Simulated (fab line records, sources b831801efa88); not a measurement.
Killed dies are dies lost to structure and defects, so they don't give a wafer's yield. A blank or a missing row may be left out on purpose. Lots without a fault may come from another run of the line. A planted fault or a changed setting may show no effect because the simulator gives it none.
Chamber matching | flow gf180mcu | GF_V1_CMP_26 on cmp-02: 4 sister chambers
The step polishes, stops on SiO2, t overpolish 15 s, target thk 0 nm. 15 wafers are shown with their chamber, then 7 later ones without.

WAFERS WITH THEIR CHAMBER
wafer  | chamber | motor_current_A (A) | time_to_endpoint_s (s) | slurry_flow_ml_min
L634.3 | 3       | 11.6                | 88                     | 149.4
L634.5 | 1       | 13.0                | 90                     | 149.5
L634.6 | 0       | 9.6                 | 91                     | 149.5
L636.1 | 3       | 12.1                | 85                     | 150.0
L636.2 | 0       | 10.3                | 85                     | 150.1
L636.3 | 1       | 12.9                | 89                     | 150.5
L637.4 | 3       | 11.8                | 84                     | 150.4
L637.5 | 3       | 11.5                | 83                     | 150.6
L638.1 | 3       | 11.8                | 86                     | 151.2
L638.4 | 0       | 10.5                | 87                     | 149.2
L646.1 | 1       | 13.2                | 87                     | 150.3
L646.2 | 0       | 10.3                | 88                     | 150.8
L646.4 | 3       | 11.4                | 84                     | 150.0
L651.4 | 0       | 9.6                 | 91                     | 150.5
L651.5 | 2       | 11.5                | 90                     | 150.1

SIGNATURES (means of the wafers above)
reading            | chamber 0 | chamber 1 | chamber 2 | chamber 3 | scatter within a chamber
motor_current_A    | 10.060    | 13.033    | 11.500    | 11.700    | 0.316
time_to_endpoint_s | 88.40     | 88.67     | 90.00     | 85.00     | 2.09
slurry_flow_ml_min | 150.020   | 150.100   | 150.100   | 150.267   | 0.621
Rule: a wafer's distance from a chamber is the root of the sum, over the readings, of the square of ((its reading less the chamber's mean) divided by the reading's scatter). The wafer belongs to the nearest chamber; if the next one is less than 2 further off, it can't be placed. The scatter: the root of (the sum of the squares of (reading less its chamber's mean) over the shown wafers, divided by (wafers less chambers)).

WAFERS WITHOUT THEIR CHAMBER
wafer  | motor_current_A (A) | time_to_endpoint_s (s) | slurry_flow_ml_min
L651.6 | 13.5                | 92                     | 149.9
L652.2 | 13.1                | 89                     | 149.7
L652.4 | 10.1                | 89                     | 150.0
L652.5 | 10.1                | 91                     | 149.9
L654.2 | 11.3                | 86                     | 150.2
L654.4 | 10.2                | 85                     | 149.0
L654.6 | 11.4                | 82                     | 149.7

WHICH CHAMBER EACH WENT THROUGH
wafer  | from the rows above     | in truth
L651.6 | 1                       | 1
L652.2 | 1                       | 1
L652.4 | 0                       | 0
L652.5 | 0                       | 0
L654.2 | can't be placed: 3 or 2 | 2
L654.4 | 0                       | 0
L654.6 | can't be placed: 3 or 2 | 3
Placed correctly: 5 of 7. Can't be placed from these rows: 2 (the true chamber is among the candidates in 2). Placed wrongly: 0.
